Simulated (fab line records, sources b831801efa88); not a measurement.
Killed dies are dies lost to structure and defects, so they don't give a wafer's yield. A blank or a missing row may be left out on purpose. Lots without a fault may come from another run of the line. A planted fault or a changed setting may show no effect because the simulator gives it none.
Chamber matching | flow gf180mcu | GF_STI_CMP_25 on cmp-02: 4 sister chambers
The step polishes, stops on Si3N4, t overpolish 33 s, target thk 524.6 nm. 4 wafers are shown with their chamber, then 8 later ones without.

WAFERS WITH THEIR CHAMBER
wafer  | chamber | motor_current_A (A)
L306.2 | 0       | 11.7
L321.2 | 3       | 10.2
L321.5 | 1       | 13.1
L322.1 | 2       | 12.3

WAFERS WITHOUT THEIR CHAMBER
wafer  | motor_current_A (A)
L322.5 | 12.7
L322.6 | 12.4
L324.3 | 12.0
L324.4 | 11.7
L324.5 | 11.2
L325.1 | 12.9
L325.4 | 11.2
L325.5 | 12.2

WHICH CHAMBER EACH WENT THROUGH
wafer  | from the rows above          | in truth
L322.5 | can't be placed: 2 or 1 or 0 | 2
L322.6 | can't be placed: 2 or 1 or 0 | 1
L324.3 | can't be placed: 0 or 2      | 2
L324.4 | can't be placed: 0 or 2      | 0
L324.5 | can't be placed: 0 or 3 or 2 | 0
L325.1 | can't be placed: 1 or 2      | 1
L325.4 | can't be placed: 0 or 3 or 2 | 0
L325.5 | can't be placed: 2 or 0      | 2
Placed correctly: 0 of 8. Can't be placed from these rows: 8 (the true chamber is among the candidates in 8). Placed wrongly: 0.
How it was worked out, from the rows above alone: a wafer's distance from a chamber is the root of the sum, over the readings, of the square of ((its reading less the chamber's mean) divided by the reading's scatter). The wafer belongs to the nearest chamber; if the next one is less than 2 further off, it can't be placed. A chamber's mean is the mean of its shown wafers. The scatter: with one shown wafer a chamber, the root of the mean of the squares of how far each hidden wafer lies from its nearest shown one.
